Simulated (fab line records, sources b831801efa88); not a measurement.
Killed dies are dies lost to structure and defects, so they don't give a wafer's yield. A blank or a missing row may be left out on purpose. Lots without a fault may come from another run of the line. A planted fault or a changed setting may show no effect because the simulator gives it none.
Chamber matching | flow gf180mcu | GF_V3_CMP_04 on cmp-01: 4 sister chambers
The step polishes SiO2. 4 wafers are shown with their chamber, then 8 later ones without.

WAFERS WITH THEIR CHAMBER
wafer  | chamber | motor_current_A (A)
L837.2 | 1       | 12.2
L838.4 | 3       | 12.2
L838.5 | 2       | 14.7
L842.5 | 0       | 11.6

WAFERS WITHOUT THEIR CHAMBER
wafer  | motor_current_A (A)
L842.6 | 12.6
L843.5 | 11.8
L851.1 | 14.4
L851.4 | 11.2
L851.5 | 12.8
L852.2 | 12.5
L852.5 | 12.2
L852.6 | 11.8

WHICH CHAMBER EACH WENT THROUGH
wafer  | from the rows above          | in truth
L842.6 | can't be placed: 1 or 3 or 0 | 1
L843.5 | can't be placed: 0 or 1 or 3 | 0
L851.1 | 2                            | 2
L851.4 | can't be placed: 0 or 1 or 3 | 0
L851.5 | can't be placed: 1 or 3 or 0 | 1
L852.2 | can't be placed: 1 or 3 or 0 | 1
L852.5 | can't be placed: 1 or 3 or 0 | 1
L852.6 | can't be placed: 0 or 1 or 3 | 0
Placed correctly: 1 of 8. Can't be placed from these rows: 7 (the true chamber is among the candidates in 7). Placed wrongly: 0.
How it was worked out, from the rows above alone: a wafer's distance from a chamber is the root of the sum, over the readings, of the square of ((its reading less the chamber's mean) divided by the reading's scatter). The wafer belongs to the nearest chamber; if the next one is less than 2 further off, it can't be placed. A chamber's mean is the mean of its shown wafers. The scatter: with one shown wafer a chamber, the root of the mean of the squares of how far each hidden wafer lies from its nearest shown one.
